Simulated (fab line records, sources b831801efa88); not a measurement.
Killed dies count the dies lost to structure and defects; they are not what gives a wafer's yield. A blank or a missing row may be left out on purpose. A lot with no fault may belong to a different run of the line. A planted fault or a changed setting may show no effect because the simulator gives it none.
What tool caused it?	flow gf180mcu	13 lots, 39 wafers sampled, at 5 steps of a route of 602

== WHAT EACH GAUGE READ, for each wafer ==
GF_VT_IMPLANT_RS_MEAS_47: a four-point-probe measurement.
lot	measured	on	NWELL_RS (ohm/sq)
L333	day 7 21:13	film metro-04	489.2 489.4 489.3
L334	day 8 02:11	film metro-02	489.7 486.4 488.0
L335	day 8 11:07	film metro-01	489.8 488.8 487.1
L338	day 9 00:40	film metro-02	488.5 488.2 488.8
L343	day 10 14:46	film metro-01	488.4 489.5 488.0
L345	day 11 04:03	film metro-02	488.0 489.8 490.0
L348	day 11 22:33	film metro-02	487.5 486.6 488.2
L350	day 12 12:59	film metro-02	488.0 488.0 486.5
L351	day 12 18:05	film metro-04	487.9 488.9 488.2
L353	day 13 06:44	film metro-01	487.5 487.2 488.4
L354	day 13 13:43	film metro-04	487.0 488.5 487.8
L355	day 13 19:27	film metro-01	484.7 486.2 487.0
L356	day 14 00:40	film metro-01	488.1 487.1 486.0

GF_POLY_GATE_THK_MEAS_01.
lot	measured	on	POLY_GATE_CVD_00_THK (nm)
L333	day 8 19:31	film metro-03	196.8 200.2 199.9
L334	day 9 00:12	film metro-03	199.8 200.1 200.3
L335	day 9 09:23	film metro-02	196.0 197.0 196.8
L338	day 10 00:53	film metro-03	198.1 198.2 195.1
L343	day 11 20:54	film metro-03	201.1 202.7 202.8
L345	day 12 05:45	film metro-03	200.1 200.0 199.6
L348	day 13 00:35	film metro-04	197.3 196.6 197.8
L350	day 13 17:47	film metro-03	199.9 200.3 200.3
L351	day 13 23:58	film metro-04	199.4 199.5 199.5
L353	day 14 09:00	film metro-03	201.0 202.4 202.2
L354	day 14 18:29	film metro-03	195.9 195.9 195.5
L355	day 14 22:24	film metro-04	199.4 201.2 200.3
L356	day 15 03:41	film metro-04	200.8 200.5 200.2

== WHAT TOOL EACH LOT RAN ON (gives the tool, then ch and the chambers of the sampled wafers, and finally the start) ==
lot	GF_VT_IMPLANT_SOFTBAKE_25	GF_VT_IMPLANT_COAT_35	GF_VT_IMPLANT_STRIP_42
L333	litho track-02 ch 0, day 6 19:48	litho track-02 ch 0, day 7 12:39	plasma asher-02 ch 0,1, day 7 20:46
L334	litho track-02 ch 0, day 7 01:05	litho track-04 ch 0, day 7 17:08	plasma asher-02 ch 0,1, day 8 01:46
L335	litho track-02 ch 0, day 7 09:33	litho track-04 ch 0, day 8 02:10	plasma asher-01 ch 0,1, day 8 10:40
L338	litho track-01 ch 0, day 7 22:11	litho track-02 ch 0, day 8 15:07	plasma asher-04 ch 0,1, day 9 00:14
L343	litho track-02 ch 0, day 9 10:55	litho track-04 ch 0, day 10 04:17	plasma asher-02 ch 0,1, day 10 14:20
L345	litho track-04 ch 0, day 9 23:20	litho track-04 ch 0, day 10 17:56	plasma asher-02 ch 0,1, day 11 03:37
L348	litho track-04 ch 0, day 10 18:41	litho track-01 ch 0, day 11 13:08	plasma asher-01 ch 0,1, day 11 22:07
L350	litho track-02 ch 0, day 11 07:28	litho track-02 ch 0, day 12 01:55	plasma asher-04 ch 0,1, day 12 12:29
L351	litho track-04 ch 0, day 11 12:56	litho track-02 ch 0, day 12 07:40	plasma asher-04 ch 0,1, day 12 17:39
L353	litho track-01 ch 0, day 11 23:47	litho track-02 ch 0, day 12 19:37	plasma asher-04 ch 0,1, day 13 06:19
L354	litho track-01 ch 0, day 12 07:22	litho track-01 ch 0, day 13 03:01	plasma asher-02 ch 0,1, day 13 13:16
L355	litho track-02 ch 0, day 12 12:43	litho track-04 ch 0, day 13 08:32	plasma asher-02 ch 0,1, day 13 19:01
L356	litho track-02 ch 0, day 12 18:28	litho track-01 ch 0, day 13 13:59	plasma asher-04 ch 0,1, day 14 00:14
- GF_VT_IMPLANT_SOFTBAKE_25: time 61.17 s.
- GF_VT_IMPLANT_COAT_35: resist thk 1000 nm.
- GF_VT_IMPLANT_STRIP_42: strips in O2/N2.

== WHAT THE TOOLS THEMSELVES READ (means of the sampled wafers that have a number; where no wafer has one, the mark that the record gives instead) ==
GF_VT_IMPLANT_SOFTBAKE_25.
lot	tool	plate sensor t centre C (C)	plate sensor t edge C (C)
L333	litho track-02	90.751	90.836
L334	litho track-02	90.756	90.831
L335	litho track-02	90.757	90.829
L338	litho track-01	90.744	90.833
L343	litho track-02	90.761	90.834
L345	litho track-04	90.760	90.826
L348	litho track-04	90.750	90.824
L350	litho track-02	90.763	90.827
L351	litho track-04	90.755	90.827
L353	litho track-01	90.762	90.833
L354	litho track-01	90.751	90.837
L355	litho track-02	90.756	90.836
L356	litho track-02	90.759	90.830

GF_VT_IMPLANT_COAT_35.
lot	tool	spin speed rpm (rpm)
L333	litho track-02	3000.7
L334	litho track-04	3000.6
L335	litho track-04	2999.8
L338	litho track-02	2999.7
L343	litho track-04	3094.0
L345	litho track-04	3096.3
L348	litho track-01	3002.3
L350	litho track-02	2998.5
L351	litho track-02	2999.6
L353	litho track-02	2999.3
L354	litho track-01	2999.2
L355	litho track-04	3001.4
L356	litho track-01	3000.8

GF_VT_IMPLANT_STRIP_42.
lot	tool	drypump motor current A (A)	heater power w (W)	oes product au (a.u.)	strip time to endpoint s (s)
L333	plasma asher-02	6.0	338	0.712	12.64
L334	plasma asher-02	6.2	326	0.716	12.65
L335	plasma asher-01	5.5	298	0.713	12.66
L338	plasma asher-04	5.9	329	0.718	12.64
L343	plasma asher-02	6.0	339	0.718	12.46
L345	plasma asher-02	6.0	331	0.713	12.53
L348	plasma asher-01	5.7	282	0.714	12.68
L350	plasma asher-04	5.8	326	0.715	12.68
L351	plasma asher-04	5.9	335	0.713	12.69
L353	plasma asher-04	5.8	334	0.715	12.59
L354	plasma asher-02	6.0	335	0.711	12.60
L355	plasma asher-02	6.2	323	0.720	12.68
L356	plasma asher-04	5.8	326	0.715	12.64

== THE ANSWER, worked out from the rows above alone ==
Rule: the usual values come from the lots themselves. The widest of any qualifying gaps counts: lots, ordered by their means at a reading, are off when they make up no more than a third of the lots, leave a main group of 4 or more, and stand apart from it by 3 or more times the standard deviation of that group's means. A main group whose means are all the same, to the digits that the tables above print for the reading, isn't used. A lot without any number at a reading at which 4 lots or more have one is off too. Any other lot the step has rows for is counted as sound. After the gauges, taken in route order, come the tools' own readings; for these a lot's mean is taken, as printed above. At the first step where some lot is off, the reading lying furthest off is the one used; lots without a number count as furthest.
Off: L343, L345, at GF_VT_IMPLANT_COAT_35 (spin speed rpm). The main group: mean 3000.2 rpm, standard deviation 1.
If a tool, at that step or one of the process steps before it, ran each lot that is off and ran no sound lot following the first of them, it fits. Not one of the candidates tried fits.

== WHAT WAS PUT IN BY THE SIMULATOR ==
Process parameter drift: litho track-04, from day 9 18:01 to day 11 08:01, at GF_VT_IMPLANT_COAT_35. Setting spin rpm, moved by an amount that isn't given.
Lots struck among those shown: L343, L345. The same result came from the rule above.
